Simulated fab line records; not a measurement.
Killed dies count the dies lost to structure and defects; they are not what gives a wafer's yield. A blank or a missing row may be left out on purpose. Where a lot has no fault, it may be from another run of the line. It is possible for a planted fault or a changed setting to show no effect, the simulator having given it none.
2 desks, one fault || flow gf180mcu || each desk has only its own numbers; what lay behind them comes last

== AT THE METROLOGY DESK ==
Lot by lot, what the gauges showed, no matter which tool ran the lot: averages of those sampled wafers that carry a number. Any lot whose mean is over 4 standard deviations away from the usual mean is out of limits and marked OUT; that distance is given in the brackets.
Columns: A = HV_LDD_03_OVL at GF_HV_LDD_OVL_MEAS_47, usual -1.6 nm; B = HV_LDD_4_TW at GF_HV_LDD_TW_MEAS_50, usual 568.5
{"lot": "L817", "first seen here": "day 12 19:48", "A": -1.4, "B": 567.4}
{"lot": "L818", "first seen here": "day 13 09:26", "A": -1.2, "B": 570.5}
{"lot": "L819", "first seen here": "day 14 01:25", "A": -0.7, "B": 566.5}
{"lot": "L820", "first seen here": "day 14 08:00", "A": -2.9, "B": 568.3}
{"lot": "L821", "first seen here": "day 14 20:32", "A": -2.0, "B": 565.4}
{"lot": "L826", "first seen here": "day 15 23:25", "A": -1.2, "B": 565.9}
{"lot": "L825", "first seen here": "day 16 03:53", "A": 0.7, "B": 564.4}
{"lot": "L831", "first seen here": "day 18 04:34", "A": -4.1, "B": 570.0}
{"lot": "L833", "first seen here": "day 18 08:47", "A": -2.4, "B": "544.9 (-8.4) OUT"}
{"lot": "L834", "first seen here": "day 18 23:46", "A": -2.5, "B": 570.4}
{"lot": "L835", "first seen here": "day 19 07:32", "A": -2.0, "B": "548.3 (-7.2) OUT"}
{"lot": "L839", "first seen here": "day 20 11:05", "A": -4.0, "B": 567.8}
{"lot": "L838", "first seen here": "day 20 12:44", "A": -1.3, "B": 567.8}
This desk's result: L833, L835 out of limits, first on L833 (HV_LDD_4_TW at GF_HV_LDD_TW_MEAS_50), day 18 09:04. L817, L818, L819, L820, L821, L826, L825, L831, L834, L839, L838: within limits.

== AT THE TOOL OWNER'S DESK: implanter-04 ==
The tool's own readings at GF_HV_LDD_IMPLANT_48, given as means over the sampled wafers that have a number, one for each lot that went through this tool. Any lot whose mean is over 4 standard deviations away from the usual mean is out of limits and marked OUT; that distance is given in the brackets.
Columns: A = beamEnergyKeV at GF_HV_LDD_IMPLANT_48, usual 25.000
{"lot": "L817", "first seen here": "day 12 19:50", "A": 25.000}
{"lot": "L818", "first seen here": "day 13 09:29", "A": 25.006}
{"lot": "L831", "first seen here": "day 18 04:36", "A": 25.003}
{"lot": "L833", "first seen here": "day 18 08:49", "A": "20.294 (-99 or more) OUT"}
{"lot": "L835", "first seen here": "day 19 07:37", "A": "20.298 (-99 or more) OUT"}
This desk finds L833, L835 out of limits, L833 being first, at day 18 08:49 (beamEnergyKeV at GF_HV_LDD_IMPLANT_48). L817, L818, L831: within limits.

== TAKEN TOGETHER ==
At day 18 08:49, on L833, L835, the tool owner's desk was in a position to raise an alarm.
An alarm was possible from the metrology desk at day 18 09:04, on L833, L835.
The lots listed all ran GF_HV_LDD_IMPLANT_48 on implanter-04.

== WHAT THE SIMULATOR HAD INSERTED ==
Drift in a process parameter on implanter-04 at GF_HV_LDD_IMPLANT_48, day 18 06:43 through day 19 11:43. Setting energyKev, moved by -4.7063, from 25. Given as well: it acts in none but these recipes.
Struck lots among those shown: L833, L835.
Time in hours from fault onset to the first out-of-limits reading at each desk: tool owner's desk 2, metrology desk 2.
